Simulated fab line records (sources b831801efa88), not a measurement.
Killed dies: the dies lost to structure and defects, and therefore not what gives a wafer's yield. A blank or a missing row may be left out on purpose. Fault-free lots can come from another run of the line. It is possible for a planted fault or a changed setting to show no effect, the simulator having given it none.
Chamber matching | flow gf180mcu | cmp-01 running GF_V2_CMP_04: 4 sister chambers
The step polishes SiO2. 7 wafers are shown with their chamber, then 11 later ones without.

== WAFERS, EACH WITH ITS CHAMBER ==
wafer  | chamber | motor current A (A) | time to endpoint s (s)
L080.1 | 1       | 10.2                | 81
L083.1 | 2       | 13.3                | 83
L086.2 | 3       | 11.6                | 80
L087.3 | 3       | 10.8                | 80
L087.4 | 0       | 11.2                | 90
L087.5 | 2       | 13.9                | 86
L090.1 | 0       | 11.9                | 82

== WAFERS MISSING THEIR CHAMBER ==
wafer  | motor current A (A) | time to endpoint s (s)
L090.3 | 11.8                | 79
L090.6 | 13.1                | 82
L093.1 | 11.7                | 79
L093.2 | 10.4                | 78
L093.5 | 11.6                | 88
L096.2 | 11.0                | 89
L096.3 | 11.7                | 81
L096.6 | 12.0                | 83
L097.2 | 10.3                | 82
L097.5 | 14.4                | 84
L097.6 | 11.4                | 82

== WHICH CHAMBER EACH WENT THROUGH ==
wafer  | from the rows above          | in truth
L090.3 | can't be placed: 3 or 0      | 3
L090.6 | 2                            | 2
L093.1 | can't be placed: 3 or 0      | 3
L093.2 | can't be placed: 1 or 3      | 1
L093.5 | can't be placed: 0 or 3      | 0
L096.2 | can't be placed: 0 or 3 or 1 | 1
L096.3 | can't be placed: 3 or 0 or 1 | 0
L096.6 | can't be placed: 0 or 3 or 2 | 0
L097.2 | can't be placed: 1 or 3      | 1
L097.5 | 2                            | 2
L097.6 | can't be placed: 3 or 0 or 1 | 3
Correct placement for 2 of the 11. These rows do not allow placing 9 (true chamber among the candidates in 9). Number placed wrongly: 0.
How it was worked out, from the rows above alone: a wafer's distance from a chamber is the root of the sum, over the readings, of the square of ((its reading less the chamber's mean) divided by the reading's scatter). The wafer belongs to the nearest chamber; if the next one is less than 2 further off, it can't be placed. For every chamber, the mean is computed from those of its wafers that are shown. The scatter is the square root of a quotient: the sum, over the shown wafers, of each reading's squared deviation from its chamber's mean, divided by wafers minus chambers.
